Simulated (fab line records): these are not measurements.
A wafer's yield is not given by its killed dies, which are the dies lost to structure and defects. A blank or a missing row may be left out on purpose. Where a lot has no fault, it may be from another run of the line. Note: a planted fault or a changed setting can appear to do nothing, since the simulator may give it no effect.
Problem report in the 8D (eight disciplines) form, filled by code    flow gf180mcu    the parts of the form that need people (team, actions taken, sign-off) are left out

## 1. WHAT WENT WRONG
beam energy keV at GF_VT_IMPLANT_IMPLANT_30 reads a mean of 28.252 on 9 wafers of 3 lots; wafers without a fault read 25.000 with a standard deviation of 0.007. That is +99 or more standard deviations from the usual mean.
First seen on wafer L370.1, day 8 20:04, on implanter-01. Wafers with a number at this step in the record: 21, from 7 lots. Rule for "out", or "out of limits": more than 4 standard deviations from the usual mean. All remaining wafers that have a number are taken as sound.

## 2. WHAT IT IS, AND WHAT IT ISN'T
question                     is                      is not
which readings at this step  beam energy keV         dose ions cm2
which lots                   L370, L372, L374        L365, L382, L384, L386
which wafers of those lots   all that have a number  -
read on which tools          implanter-01            implanter-04
when                         from day 8 20:04        up to then (3 sound wafers); but 9 sound wafers of L382, L384, L386 came after

## 3. SUSPECTS, AND WHAT RULES EACH OUT
Counting: a tool at any process step up to the reading remains a suspect when it ran all the lots that are out and ran no sound lot after the first of those.
- implanter-01 at GF_VT_IMPLANT_IMPLANT_30: ruled out as a lasting fault. The sound lots L382, L386 went through it after L370, its earliest lot that is out (day 8 20:04).
Left after counting: nothing in the record.

## 4. THE CAUSE (what the simulator had put in)
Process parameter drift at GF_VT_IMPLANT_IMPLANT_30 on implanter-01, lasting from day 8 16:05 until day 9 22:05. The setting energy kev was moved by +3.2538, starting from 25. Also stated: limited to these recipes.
Counting ruled it out, wrongly.

## 5. THE EFFECT CHAIN, in route order
One row per reading whose mean, taken over the struck wafers that have a number, lies over 3 standard deviations from the usual. Only readings whose record carries a usual standard deviation are examined. hours: median over the lots of the time between each lot's start at the first step of this table that gives one and its start at this step. sigmas: the change, counted in usual standard deviations.
hours  step                      reading          usual   on struck wafers  change  sigmas
0      GF_VT_IMPLANT_IMPLANT_30  beam energy keV  25.000  28.252            +3.252  +99 or more
The process steps in it:
- GF_VT_IMPLANT_IMPLANT_30

## 6. WHAT WOULD HAVE CAUGHT IT SOONER
In this record no reading fell out of limits until day 8 20:04, 4 hours after the fault had begun at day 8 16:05.
